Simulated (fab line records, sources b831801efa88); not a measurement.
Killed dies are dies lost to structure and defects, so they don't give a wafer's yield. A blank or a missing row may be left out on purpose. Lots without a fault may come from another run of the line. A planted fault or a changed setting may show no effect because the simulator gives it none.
Which tool did it? | flow sky130 | 14 lots, 42 wafers sampled, at 6 steps of a route of 708

WHAT THE GAUGES READ, wafer by wafer
SKY_VIA3_BOW_MEAS_03.
lot  | measured     | on            | VIA3_BOW (um)
L299 | day 38 17:02 | film_metro-02 | 80 69 81
L301 | day 39 01:43 | film_metro-04 | 96 76 78
L302 | day 39 09:47 | film_metro-04 | 80 77 80
L303 | day 39 21:29 | film_metro-04 | 83 80 85
L304 | day 39 23:50 | film_metro-04 | 81 72 67
L305 | day 40 09:41 | film_metro-03 | 78 80 92
L306 | day 40 20:15 | film_metro-03 | 70 66 68
L308 | day 41 09:18 | film_metro-04 | 93 88 83
L309 | day 41 15:10 | film_metro-03 | 78 72 91
L310 | day 42 01:40 | film_metro-04 | 69 73 71
L311 | day 42 05:18 | film_metro-04 | 77 95 74
L315 | day 43 12:22 | film_metro-02 | 72 81 77
L316 | day 43 13:30 | film_metro-03 | 75 69 78
L322 | day 45 08:18 | film_metro-03 | 81 69 72

SKY_CAP2M_RS_MEAS_03: measures by four-point-probe.
lot  | measured     | on            | CAP2M_TIN_RS (ohm/sq)
L299 | day 39 20:05 | film_metro-04 | 6.87 6.90 6.93
L301 | day 40 05:35 | film_metro-01 | 7.01 7.08 7.03
L302 | day 40 12:04 | film_metro-04 | 6.85 6.91 6.90
L303 | day 41 00:07 | film_metro-04 | 7.00 6.96 6.98
L304 | day 41 01:52 | film_metro-03 | 6.94 6.95 6.94
L305 | day 41 11:34 | film_metro-01 | 6.96 6.94 7.00
L306 | day 41 22:27 | film_metro-01 | 6.87 6.93 6.93
L308 | day 42 10:49 | film_metro-01 | 6.94 6.92 6.91
L309 | day 42 16:27 | film_metro-01 | 6.98 6.85 6.91
L310 | day 43 03:26 | film_metro-03 | 7.03 7.00 6.97
L311 | day 43 06:48 | film_metro-04 | 6.86 6.95 6.90
L315 | day 44 12:59 | film_metro-01 | - - -
L316 | day 44 13:56 | film_metro-01 | - - -
L322 | day 46 06:32 | film_metro-03 | 6.96 6.93 6.98

SKY_CAP2M_THK_MEAS_04: measures by xrf.
lot  | measured     | on            | CAP2M_TIN_THK (nm)
L299 | day 39 20:11 | film_metro-04 | 201.4 200.2 199.3
L301 | day 40 05:42 | film_metro-01 | 200.0 197.4 199.3
L302 | day 40 12:11 | film_metro-04 | 203.6 201.3 201.7
L303 | day 41 00:14 | film_metro-04 | 197.7 198.6 197.9
L304 | day 41 01:59 | film_metro-03 | 200.1 199.1 201.2
L305 | day 41 11:41 | film_metro-01 | 200.6 201.1 200.0
L306 | day 41 22:33 | film_metro-01 | 201.8 201.7 201.2
L308 | day 42 10:55 | film_metro-01 | 202.1 202.4 203.6
L309 | day 42 16:33 | film_metro-01 | 201.6 204.0 201.8
L310 | day 43 03:32 | film_metro-03 | 197.2 199.8 199.1
L311 | day 43 06:55 | film_metro-04 | 202.3 199.3 202.0
L315 | day 44 13:05 | film_metro-01 | <0.0 <0.0 <0.0
L316 | day 44 14:03 | film_metro-01 | <0.0 <0.0 <0.0
L322 | day 46 06:38 | film_metro-03 | 199.8 200.8 199.4

WHICH TOOL RAN EACH LOT (tool, then ch and the chambers of the sampled wafers, then the start)
lot  | SKY_METAL3_STRIP_19                  | SKY_VIA3_ETCH_14                   | SKY_CAP2M_SPUTTER_02
L299 | plasma_asher-04 ch 0,1, day 38 15:52 | rie_diel-01 ch 1,2, day 39 18:21   | pvd_sputter-02, day 39 19:57
L301 | plasma_asher-01 ch 0, day 39 00:20   | rie_diel-04 ch 0,3, day 40 03:12   | pvd_sputter-04, day 40 05:28
L302 | plasma_asher-04 ch 0,1, day 39 08:40 | rie_diel-04 ch 0,1, day 40 10:09   | pvd_sputter-04, day 40 11:57
L303 | plasma_asher-03 ch 0,1, day 39 20:22 | rie_diel-03 ch 1,3, day 40 22:17   | pvd_sputter-02, day 41 00:00
L304 | plasma_asher-03 ch 0,1, day 39 22:40 | rie_diel-03 ch 0,3, day 41 00:08   | pvd_sputter-01, day 41 01:44
L305 | plasma_asher-04 ch 0,1, day 40 08:26 | rie_diel-03 ch 0,1,3, day 41 09:50 | pvd_sputter-01, day 41 11:26
L306 | plasma_asher-04 ch 0,1, day 40 19:07 | rie_diel-04 ch 0,2,3, day 41 20:41 | pvd_sputter-04, day 41 22:18
L308 | plasma_asher-04 ch 0,1, day 41 08:10 | rie_diel-04 ch 0,2, day 42 09:05   | pvd_sputter-01, day 42 10:41
L309 | plasma_asher-03 ch 0,1, day 41 14:03 | rie_diel-04 ch 2,3, day 42 14:35   | pvd_sputter-04, day 42 16:18
L310 | plasma_asher-01 ch 0,1, day 42 00:31 | rie_diel-04 ch 0,1, day 43 01:41   | pvd_sputter-01, day 43 03:18
L311 | plasma_asher-03 ch 0,1, day 42 04:02 | rie_diel-04 ch 0,1,2, day 43 05:05 | pvd_sputter-02, day 43 06:41
L315 | plasma_asher-03 ch 0,1, day 43 11:14 | rie_diel-04 ch 0,1,3, day 44 11:12 | pvd_sputter-01, day 44 12:50
L316 | plasma_asher-03 ch 0,1, day 43 12:23 | rie_diel-01 ch 0,2,3, day 44 12:11 | pvd_sputter-01, day 44 13:49
L322 | plasma_asher-03 ch 0,1, day 45 07:10 | rie_diel-01 ch 0,1, day 46 04:45   | pvd_sputter-04, day 46 06:24
- SKY_METAL3_STRIP_19: strips in O2/N2.
- SKY_VIA3_ETCH_14: etches BARC in N2/H2, stops on SiO2, time 45.9 s, target depth 60 nm.
- SKY_CAP2M_SPUTTER_02: material TiN, target thk 200 nm, time 166.7 s.

WHAT THE TOOLS THEMSELVES READ (means of the sampled wafers that have a number; where no wafer has one, the mark that the record gives instead)
SKY_METAL3_STRIP_19.
lot  | tool            | drypump_motor_current_A (A) | n2_flow_sccm (sccm) | oes_product_au (a.u.) | strip_time_to_endpoint_s (s)
L299 | plasma_asher-04 | 6.1                         | 300.3               | 0.502                 | 6.51
L301 | plasma_asher-01 | 5.0                         | 300.2               | 0.506                 | 6.58
L302 | plasma_asher-04 | 6.1                         | 300.1               | 0.506                 | 6.61
L303 | plasma_asher-03 | 5.5                         | 299.8               | 0.511                 | 6.67
L304 | plasma_asher-03 | 5.5                         | 300.6               | 0.502                 | 6.46
L305 | plasma_asher-04 | 6.1                         | 299.7               | 0.502                 | 6.48
L306 | plasma_asher-04 | 6.2                         | 299.6               | 0.502                 | 6.55
L308 | plasma_asher-04 | 6.1                         | 299.9               | 0.497                 | 6.40
L309 | plasma_asher-03 | 5.5                         | 300.5               | 0.503                 | 6.61
L310 | plasma_asher-01 | 5.6                         | 300.3               | 0.495                 | 6.48
L311 | plasma_asher-03 | 5.5                         | 299.9               | 0.507                 | 6.56
L315 | plasma_asher-03 | 5.5                         | 300.1               | 0.504                 | 6.55
L316 | plasma_asher-03 | 5.6                         | 300.8               | 0.506                 | 6.62
L322 | plasma_asher-03 | 5.5                         | 299.8               | 0.510                 | 6.68

SKY_VIA3_ETCH_14.
lot  | tool        | bias_w (W) | drypump_motor_current_A (A) | n2_flow_sccm (sccm) | oes_product_au (a.u.) | throttle_valve_pct (%)
L299 | rie_diel-01 | 100.3      | 6.1                         | 99.83               | 0.857                 | 13.228
L301 | rie_diel-04 | 100.2      | 5.9                         | 100.28              | 0.851                 | 13.227
L302 | rie_diel-04 | 99.9       | 6.1                         | 99.95               | 0.855                 | 13.222
L303 | rie_diel-03 | 100.2      | 5.9                         | 100.06              | 0.855                 | 13.222
L304 | rie_diel-03 | 100.0      | 5.6                         | 100.24              | 0.856                 | 13.224
L305 | rie_diel-03 | 100.2      | 5.6                         | 99.97               | 0.857                 | 13.228
L306 | rie_diel-04 | 99.9       | 5.8                         | 100.19              | 0.857                 | 13.228
L308 | rie_diel-04 | 99.8       | 6.0                         | 99.91               | 0.856                 | 13.223
L309 | rie_diel-04 | 100.3      | 5.6                         | 99.91               | 0.857                 | 13.230
L310 | rie_diel-04 | 99.8       | 6.0                         | 100.19              | 0.856                 | 13.223
L311 | rie_diel-04 | 100.1      | 5.9                         | 99.94               | 0.853                 | 13.224
L315 | rie_diel-04 | 100.1      | 5.9                         | 100.04              | 0.859                 | 13.226
L316 | rie_diel-01 | 100.0      | 5.8                         | 100.22              | 0.855                 | 13.229
L322 | rie_diel-01 | 100.0      | 5.9                         | 100.02              | 0.857                 | 13.228

SKY_CAP2M_SPUTTER_02.
lot  | tool           | cathode_dc_power_W (W) | chamber_pressure_pa (Pa) | throttle_valve_pct (%)
L299 | pvd_sputter-02 | 6499.8                 | 0.3996                   | 30.1
L301 | pvd_sputter-04 | 6498.9                 | 0.4012                   | 29.2
L302 | pvd_sputter-04 | 6499.4                 | 0.4007                   | 29.7
L303 | pvd_sputter-02 | 6500.0                 | 0.3994                   | 30.2
L304 | pvd_sputter-01 | 6499.9                 | 0.4002                   | 30.4
L305 | pvd_sputter-01 | 6500.2                 | 0.4006                   | 29.3
L306 | pvd_sputter-04 | 6499.7                 | 0.4002                   | 30.1
L308 | pvd_sputter-01 | 6499.7                 | 0.3998                   | 29.5
L309 | pvd_sputter-04 | 6500.9                 | 0.4005                   | 30.5
L310 | pvd_sputter-01 | 6501.1                 | 0.3995                   | 28.7
L311 | pvd_sputter-02 | 6500.9                 | 0.3997                   | 30.0
L315 | pvd_sputter-01 | -                      | -                        | -
L316 | pvd_sputter-01 | -                      | -                        | -
L322 | pvd_sputter-04 | 6499.2                 | 0.3990                   | 29.5

THE ANSWER, worked out from the rows above alone
Rule: what is usual is taken from the lots themselves. Put in order of their means at a reading, lots are off if they are a third of the lots or fewer, leave a main group of 4 or more, and stand apart from it by a gap of 3 or more times the standard deviation of the main group's means; of several such gaps the widest counts. A main group whose means are all the same, to the digits that the tables above print for the reading, isn't used. A lot without any number at a reading at which 4 lots or more have one is off too. The other lots that the step has rows for count as sound. The gauges are gone through in route order, then the tools' own readings, and for those a lot's mean is taken as printed above. The first step at which some lot is off is used, and at that step the reading that is off furthest; a lot without a number counts as furthest.
Off: L315, L316, at SKY_CAP2M_RS_MEAS_03 (CAP2M_TIN_RS). Without a number there: L315, L316. The main group: mean 6.94 ohm/sq, standard deviation 0.044.
A tool fits if, at a process step before that reading, it ran every lot that is off, and no sound lot after the first of them. The gauges at SKY_CAP2M_RS_MEAS_03 aren't tried: what is off there is off at SKY_CAP2M_SPUTTER_02 too, on other tools, and a gauge's error can't cause that. One fits: pvd_sputter-01 at SKY_CAP2M_SPUTTER_02. Its last sound lot is L310 (day 43 03:18), its first lot that is off L315 (day 44 12:50): a fault that began between those two fits.
Blank at SKY_CAP2M_SPUTTER_02 on the lots that are off, where sound lots have numbers: cathode_dc_power_W, chamber_pressure_pa, throttle_valve_pct.

WHAT THE SIMULATOR HAD PUT IN
Skipped step whole: pvd_sputter-01, from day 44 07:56 on, at SKY_CAP2M_SPUTTER_02. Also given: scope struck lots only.
Lots struck among those shown: L315, L316. The rule above found the same.
